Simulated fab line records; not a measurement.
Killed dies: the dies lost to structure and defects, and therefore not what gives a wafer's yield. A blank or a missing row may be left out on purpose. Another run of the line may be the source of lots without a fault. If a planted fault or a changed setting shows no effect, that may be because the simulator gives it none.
Matching of chambers    flow gf180mcu    cmp-01 running GF_V5_CMP_26: 4 sister chambers
The step polishes, stops on SiO2, t overpolish 15 s, target thk 0 nm. 60 wafers are shown with their chamber, then 12 later ones without.

WAFERS PAIRED WITH THEIR CHAMBERS
wafer   chamber  motor current A (A)  time to endpoint s (s)  overpolish run s (s)
L075.4  3        9.5                  76.0                    15.004
L075.5  3        10.1                 78.7                    15.002
L075.6  0        9.8                  82.8                    14.990
L076.2  2        11.2                 79.8                    15.006
L076.3  3        10.3                 81.5                    14.980
L076.4  0        9.6                  85.1                    14.999
L076.1  1        12.6                 81.4                    15.005
L076.5  0        9.9                  83.0                    14.994
L076.6  1        12.7                 80.3                    14.992
L077.1  1        12.2                 83.6                    15.002
L077.2  3        10.1                 83.8                    15.011
L077.6  2        10.5                 80.5                    14.997
L078.1  2        10.5                 83.1                    14.993
L078.4  1        12.5                 80.6                    15.004
L078.5  1        12.4                 80.6                    15.014
L079.2  0        8.7                  90.7                    14.986
L079.4  3        9.8                  85.3                    15.012
L079.6  2        10.2                 83.8                    14.993
L080.1  3        9.9                  82.9                    14.997
L080.4  1        12.1                 83.9                    15.006
L080.6  0        9.7                  90.1                    15.003
L083.1  0        9.7                  85.1                    14.994
L083.3  1        12.4                 81.8                    15.003
L083.4  3        10.2                 83.7                    14.991
L084.1  3        10.0                 83.8                    15.007
L084.3  0        9.7                  83.6                    14.997
L084.5  0        9.7                  85.5                    15.000
L084.2  2        10.7                 84.1                    15.004
L084.4  1        12.5                 85.0                    15.002
L084.6  3        10.1                 79.7                    15.009
L085.3  1        12.0                 81.2                    15.002
L085.5  1        12.3                 81.4                    15.009
L085.6  0        9.6                  85.3                    14.985
L087.1  3        9.4                  85.0                    15.007
L087.2  0        9.2                  84.9                    15.003
L087.4  1        12.1                 84.3                    15.002
L087.3  2        10.6                 83.9                    15.003
L087.5  0        9.4                  87.9                    15.004
L087.6  3        9.9                  83.9                    14.997
L088.1  3        10.1                 82.1                    14.994
L088.4  0        9.1                  85.0                    15.006
L088.6  3        10.2                 81.8                    14.999
L088.2  1        12.8                 82.9                    14.993
L088.3  2        10.9                 81.0                    14.984
L088.5  0        9.6                  82.9                    14.994
L089.2  3        10.0                 82.3                    14.991
L089.3  0        9.8                  84.8                    14.991
L089.4  1        12.2                 81.8                    14.989
L091.2  3        10.6                 82.6                    14.998
L091.4  2        10.6                 85.5                    14.990
L091.5  2        10.2                 83.1                    14.991
L092.4  0        9.5                  88.9                    14.991
L092.5  1        12.0                 85.1                    15.004
L092.6  2        10.4                 86.5                    15.010
L093.3  2        10.2                 82.2                    15.006
L093.5  0        9.8                  86.0                    14.995
L093.6  3        9.3                  86.3                    14.997
L094.1  3        10.7                 79.8                    14.995
L094.2  0        9.8                  86.2                    15.007
L094.6  2        10.5                 84.6                    14.995

SIGNATURES, as means of the wafers listed above
reading             chamber 0  chamber 1  chamber 2  chamber 3  scatter within a chamber
motor current A     9.565      12.343     10.542     10.012     0.316
time to endpoint s  85.753     82.421     83.175     82.306     2.24
overpolish run s    14.99641   15.00193   14.99767   14.99947   0.00746
Rule: for a wafer and a chamber, the distance is found by dividing, reading by reading, the gap between the wafer's reading and the chamber's mean by the reading's scatter, squaring, summing and taking the root. The wafer belongs to the nearest chamber; if the next one is less than 2 further off, it can't be placed. The scatter: take each reading less its chamber's mean, square it, sum over the shown wafers, divide by the number of wafers less the number of chambers, and take the root.

WAFERS WHOSE CHAMBER IS MISSING
wafer   motor current A (A)  time to endpoint s (s)  overpolish run s (s)
L095.1  11.6                 80.0                    15.017
L095.2  9.7                  82.2                    15.011
L095.3  9.6                  83.2                    15.007
L096.2  12.0                 84.5                    14.989
L096.3  9.5                  84.5                    15.022
L096.4  10.6                 79.6                    15.011
L096.1  9.8                  85.0                    15.012
L096.5  11.1                 84.4                    15.008
L096.6  12.0                 82.4                    14.986
L097.1  10.2                 82.3                    14.996
L097.5  10.6                 80.2                    15.006
L097.6  12.5                 81.0                    14.998

WHICH CHAMBER EACH WENT THROUGH
wafer   from the rows above           in truth
L095.1  can't be placed: 1 or 2       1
L095.2  can't be placed: 3 or 0 or 2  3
L095.3  can't be placed: 3 or 0 or 2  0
L096.2  1                             1
L096.3  can't be placed: 0 or 3 or 2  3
L096.4  can't be placed: 2 or 3       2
L096.1  can't be placed: 3 or 0 or 2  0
L096.5  can't be placed: 2 or 3 or 1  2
L096.6  1                             1
L097.1  can't be placed: 3 or 2 or 0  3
L097.5  can't be placed: 2 or 3       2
L097.6  1                             1
Correctly placed: 3 of 12. Unplaceable from these rows: 9, with the true chamber sitting among the candidates in 9. Placed wrongly: 0.
